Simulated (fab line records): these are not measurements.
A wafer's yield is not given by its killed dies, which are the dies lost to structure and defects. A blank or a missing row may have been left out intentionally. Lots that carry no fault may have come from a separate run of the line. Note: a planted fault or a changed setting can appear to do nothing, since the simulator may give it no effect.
The tool behind it: which one? | flow gf180mcu | route of 602 steps, sampled at 1 step: 12 lots, 36 wafers

== WHAT THE GAUGES READ, wafer by wafer ==
GF_M2_THK_MEAS_06: measures by xrf.
lot  | measured     | on            | M2_ALCU_THK (nm)
L075 | day 18 01:39 | film metro-01 | 453 454 457
L077 | day 19 05:37 | film metro-02 | 437 446 445
L079 | day 20 02:53 | film metro-01 | 457 445 456
L081 | day 21 03:38 | film metro-02 | 440 442 442
L083 | day 22 01:57 | film metro-02 | 444 448 453
L085 | day 23 01:08 | film metro-03 | 447 450 443
L087 | day 23 11:52 | film metro-02 | 450 454 458
L089 | day 24 06:49 | film metro-03 | 463 466 470
L091 | day 24 14:17 | film metro-01 | 446 439 441
L094 | day 25 05:52 | film metro-01 | 453 447 445
L095 | day 25 12:30 | film metro-03 | 455 453 442
L097 | day 26 04:21 | film metro-03 | 448 452 446

== WHICH TOOL RAN EACH LOT (tool, then ch and the chambers of the sampled wafers, then the start) ==
The record holds no process step before these readings.

== THE ANSWER, worked out from the rows above alone ==
Rule: what is usual is taken from the lots themselves. Put in order of their means at a reading, lots are off if they are a third of the lots or fewer, leave a main group of 4 or more, and stand apart from it by a gap of 3 or more times the standard deviation of the main group's means; of several such gaps the widest counts. Not used: any main group whose means are identical at the precision the tables above print for the reading. Also off: a lot with no number at a reading for which 4 or more lots have one. The other lots that the step has rows for count as sound.
Across all readings shown, no lot is off: no conclusion can be drawn from this.

== WHAT THE SIMULATOR HAD INSERTED ==
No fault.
